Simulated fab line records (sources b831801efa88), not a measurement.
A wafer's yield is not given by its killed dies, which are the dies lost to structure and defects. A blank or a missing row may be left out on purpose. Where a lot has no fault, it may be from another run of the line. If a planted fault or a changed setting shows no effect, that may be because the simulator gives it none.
Struck lot and sound lot, side by side / flow gf180mcu / 14 out of 602 route steps
Sound: these wafers, L803.1, L803.2, L803.3. Wafers struck: L794.2, L794.5, L794.6. Last of all comes the cause.
At each step with rows: each side's tool, then ch and its chambers, then its first start. Under that, the readings that differ: sound wafers / struck wafers / difference of the means / sigmas: that difference in standard deviations of wafers without a fault.
alike: same words and numbers on both sides, and readings whose means sit less than 2 such deviations apart. not compared: any withheld reading, any reading some wafer has no value for, any bound like >300 that may hide the same value, and any number with overlapping values for which the record gives no deviation.
A row with sigmas, a row that says differs or no value, or rows on one side alone: a step with any of these is where the two part. Numbers that don't overlap but have no deviation are shown without sigmas and don't part them. A reading missing from all wafers of one side parts the sides only when that side holds two or more wafers.

first, 1 step without rows for these wafers: GF_V2_CVD_00 (deposits SiO2, target thk 600 nm, time 100 s).
GF_V2_THK_MEAS_01:
  sound on film metro-04, day 24 10:36; struck on film metro-04, day 21 06:18
reading=V2_CVD_00_THK (nm); sound=592 607 604; struck=614 618 615; difference=+15; sigmas=+2
GF_V2_CVD_02: deposits SiO2 from TEOS, target thk 850 nm, time 94.851 s.
  sound on pecvd-01 ch 0,1,2, day 24 10:40; struck on pecvd-02 ch 1,2, day 21 06:21
  alike: heater power w
GF_V2_THK_MEAS_03:
  sound on film metro-01, day 24 10:44; struck on film metro-04, day 21 06:26
  alike: V2_CVD_02_THK
GF_V2_CMP_04: polishes SiO2.
  sound on cmp-01 ch 0,1,2, day 24 10:47; struck on cmp-01 ch 0,2,3, day 21 06:47
  alike: motor current A, time to endpoint s
GF_V2_BOW_MEAS_05:
  sound on film metro-03, day 24 11:05; struck on film metro-04, day 21 07:01
  alike: V2_BOW
then, 6 steps without rows for these wafers: GF_V2_DEHYDRATE_06 (time 60 s); GF_V2_HMDS_07 (prime time 60 s); GF_V2_COAT_08; GF_V2_COAT_09 (resist thk 1000 nm); GF_V2_SOFTBAKE_10 (time 60 s); GF_V2_EXPOSE_11 (exposes mask Via2, target cd 260 nm).
GF_V2_PEB_12: peb time 92.96 s.
  struck on litho track-03, day 22 06:29; sound on litho track-03 ch 0, day 25 07:41
  no value came back on the struck wafers for chill plate temp C (C), exhaust pa (Pa), plate sensor t centre C (C), plate sensor t edge C (C); on the sound wafers chill plate temp C (C) reads 22.83 22.86 22.90
then, 1 step without rows for these wafers: GF_V2_DEVELOP_13 (develop time 60 s).

== WHERE THEY PART ==
Earliest at GF_V2_THK_MEAS_01; latest, in this record, at GF_V2_PEB_12.

WHY: what the simulator had put in
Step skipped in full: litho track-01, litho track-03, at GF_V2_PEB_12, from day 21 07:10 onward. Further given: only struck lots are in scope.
